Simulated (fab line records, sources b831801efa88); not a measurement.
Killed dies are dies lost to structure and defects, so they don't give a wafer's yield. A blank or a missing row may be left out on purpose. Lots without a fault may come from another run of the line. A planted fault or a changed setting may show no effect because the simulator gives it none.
Chamber matching | flow sfq_line | SFQ_TRILAYER_I7_CMP_CMP_184 on cmp-02: 4 sister chambers
The step polishes SiO2. 8 wafers are shown with their chamber, then 8 later ones without.

WAFERS WITH THEIR CHAMBER
wafer  | chamber | motor_current_A (A) | time_to_endpoint_s (s)
L892.1 | 2       | 9.9                 | 227
L895.3 | 1       | 8.9                 | 210
L895.4 | 0       | 9.3                 | 206
L895.2 | 3       | 10.6                | 197
L896.1 | 2       | 9.7                 | 214
L896.2 | 0       | 10.3                | 209
L896.6 | 3       | 10.8                | 204
L897.3 | 1       | 9.2                 | 217

WAFERS WITHOUT THEIR CHAMBER
wafer  | motor_current_A (A) | time_to_endpoint_s (s)
L897.4 | 9.6                 | 232
L897.6 | 10.1                | 222
L900.2 | 9.5                 | 217
L900.4 | 9.1                 | 220
L900.6 | 11.6                | 202
L908.5 | 9.6                 | 186
L909.3 | 9.7                 | 209
L909.6 | 10.8                | 207

WHICH CHAMBER EACH WENT THROUGH
wafer  | from the rows above          | in truth
L897.4 | can't be placed: 2 or 1      | 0
L897.6 | can't be placed: 2 or 0      | 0
L900.2 | can't be placed: 2 or 1 or 0 | 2
L900.4 | can't be placed: 1 or 2 or 0 | 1
L900.6 | 3                            | 3
L908.5 | can't be placed: 0 or 3 or 1 | 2
L909.3 | can't be placed: 0 or 1 or 2 | 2
L909.6 | can't be placed: 3 or 0      | 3
Placed correctly: 1 of 8. Can't be placed from these rows: 7 (the true chamber is among the candidates in 5). Placed wrongly: 0.
How it was worked out, from the rows above alone: a wafer's distance from a chamber is the root of the sum, over the readings, of the square of ((its reading less the chamber's mean) divided by the reading's scatter). The wafer belongs to the nearest chamber; if the next one is less than 2 further off, it can't be placed. A chamber's mean is the mean of its shown wafers. The scatter: the root of (the sum of the squares of (reading less its chamber's mean) over the shown wafers, divided by (wafers less chambers)).
